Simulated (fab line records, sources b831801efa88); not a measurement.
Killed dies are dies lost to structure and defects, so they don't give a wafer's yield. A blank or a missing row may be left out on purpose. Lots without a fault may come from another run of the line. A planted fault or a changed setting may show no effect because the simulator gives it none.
Problem report in the 8D (eight disciplines) form, filled by code | flow sky130 | the parts of the form that need people (team, actions taken, sign-off) are left out

1. THE PROBLEM
spin_speed_rpm at SKY_VIA3_COAT_07 reads a mean of 3369.1 rpm on 6 wafers of 2 lots; wafers without a fault read 2999.8 rpm with a standard deviation of 2.2. That is +99 or more standard deviations from the usual mean.
The step: resist thk 450 nm.
First seen on wafer L985.1, day 43 07:00, on litho_track-04. The record holds 33 wafers of 11 lots with a number at this step. Rule for "out", or "out of limits": more than 4 standard deviations from the usual mean. The other wafers with a number count as sound.

2. WHAT IT IS AND WHAT IT IS NOT
question                    | is                     | is not
which readings at this step | spin_speed_rpm         | -
which lots                  | L985, L987             | L972, L974, L975, L976, L981, L982, L983, L984, L992
which wafers of those lots  | all that have a number | -
read on which tools         | litho_track-04         | litho_track-02, litho_track-03
when                        | from day 43 07:00      | up to then (24 sound wafers); but 3 sound wafers of L992 came after

3. SUSPECTS, AND WHAT RULES EACH OUT
Counting: a tool at a process step up to the reading stays a suspect if it ran every lot that is out and no sound lot after the first of them.
- litho_track-04 at SKY_VIA3_COAT_07 (resist thk 450 nm): kept. It ran every lot that is out, first L985 (day 43 07:00), and no sound lot after that; its last sound lot up to then is L982 (day 43 00:00). Its own readings are out on those wafers: spin_speed_rpm.
Left after counting: litho_track-04 at SKY_VIA3_COAT_07.

4. THE CAUSE (what the simulator had put in)
Process parameter drift: litho_track-04, from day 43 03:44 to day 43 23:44, at SKY_VIA3_COAT_07. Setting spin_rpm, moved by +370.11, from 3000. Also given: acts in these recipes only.
Counting left only this tool.

5. THE CHAIN OF EFFECTS, in route order
Each row: a reading whose mean over the struck wafers that have a number lies more than 3 standard deviations from the usual. Only readings for which the record gives a usual standard deviation are gone through. hours: the time from each lot's start at the first step in this table that gives one to its start at this step, as a median over the lots. sigmas: the change in usual standard deviations.
hours | step              | reading                  | usual      | on struck wafers | change | sigmas
0     | SKY_VIA3_COAT_07  | spin_speed_rpm           | 2999.8 rpm | 3369.1           | +369.2 | +99 or more
12    | SKY_VIA3_STRIP_16 | strip_time_to_endpoint_s | 4.135 s    | 3.875            | -0.260 | -9.3
The process steps in it:
- SKY_VIA3_COAT_07: resist thk 450 nm.
- SKY_VIA3_STRIP_16: strips in O2/N2.

6. WHAT WOULD HAVE CAUGHT IT SOONER
In this record the first reading out of limits was taken at day 43 07:00, 3 hours after the fault began at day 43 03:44.
